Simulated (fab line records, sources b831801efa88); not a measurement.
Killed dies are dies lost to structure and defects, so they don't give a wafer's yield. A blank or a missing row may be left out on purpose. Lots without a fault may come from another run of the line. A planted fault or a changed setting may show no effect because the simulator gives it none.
One fault seen from 2 desks | flow sky130 | each desk has only its own numbers; what lay behind them comes last

THE TOOL OWNER'S DESK: implanter-01
The tool's own readings at SKY_VT_ADJUST_NCORE_IMPLANT_09: means of the sampled wafers that have a number, for each lot that ran on this tool. A lot is out of limits, marked OUT, if its mean lies more than 4 standard deviations from the usual mean; the brackets give that distance.
Columns: A = beam_on_s at SKY_VT_ADJUST_NCORE_IMPLANT_09, usual 10.03 s; B = faraday_current_uA at SKY_VT_ADJUST_NCORE_IMPLANT_09, usual 13.5
lot  | first seen here | A                | B
L665 | day 8 14:07     | 10.04            | 13.5
L666 | day 8 22:16     | 10.03            | 13.5
L667 | day 9 07:35     | 10.21            | 13.2
L668 | day 9 17:43     | 12.52 (+11) OUT  | 10.8 (-8.7) OUT
L670 | day 10 10:41    | 10.97 (+4.3) OUT | 12.3
L671 | day 10 11:43    | 11.04 (+4.6) OUT | 12.4
L683 | day 14 02:20    | 9.97             | 13.6
L685 | day 14 17:55    | 10.29            | 13.2
This desk's finding: out of limits on L668, L670, L671; first on L668, day 9 17:43 (beam_on_s at SKY_VT_ADJUST_NCORE_IMPLANT_09). In limits: L665, L666, L667, L683, L685.

THE METROLOGY DESK
What the gauges read, lot by lot, whatever tool the lot ran on: means of the sampled wafers that have a number. A lot is out of limits, marked OUT, if its mean lies more than 4 standard deviations from the usual mean; the brackets give that distance.
Columns: A = VT_ADJUST_NCORE_TW at SKY_VT_ADJUST_NCORE_TW_MEAS_11, usual 219.8
lot  | first seen here | A
L665 | day 8 14:22     | 221.7
L666 | day 8 22:31     | 222.4
L667 | day 9 07:49     | 217.7
L668 | day 9 17:56     | 231.9 (+6.7) OUT
L670 | day 10 10:56    | 225.2
L671 | day 10 11:56    | 225.7
L679 | day 12 18:54    | 221.4
L680 | day 12 21:41    | 221.2
L682 | day 13 14:17    | 222.7
L683 | day 14 02:34    | 218.0
L684 | day 14 10:05    | 221.2
L685 | day 14 18:09    | 222.1
L686 | day 14 20:51    | 218.4
L687 | day 15 01:32    | 217.1
L688 | day 15 10:10    | 221.0
This desk's finding: out of limits on L668; first on L668, day 9 17:56 (VT_ADJUST_NCORE_TW at SKY_VT_ADJUST_NCORE_TW_MEAS_11). In limits: L665, L666, L667, L670, L671, L679, L680, L682, L683, L684, L685, L686, L687, L688.

PUT TOGETHER
The tool owner's desk could have raised an alarm at day 9 17:43, on L668, L670, L671.
The metrology desk could have raised an alarm at day 9 17:56, on L668.
The metrology desk has L670, L671 on record, within its limits.
Of the lots named, all ran SKY_VT_ADJUST_NCORE_IMPLANT_09 on implanter-01.

WHAT THE SIMULATOR HAD PUT IN
Process parameter drift: implanter-01, from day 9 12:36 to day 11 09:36, at SKY_VT_ADJUST_NCORE_IMPLANT_09. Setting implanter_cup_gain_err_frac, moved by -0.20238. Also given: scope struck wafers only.
Lots struck among those shown: L668, L670, L671.
Hours from the fault's start to each desk's first reading out of limits: the tool owner's desk, 5; the metrology desk, 5.
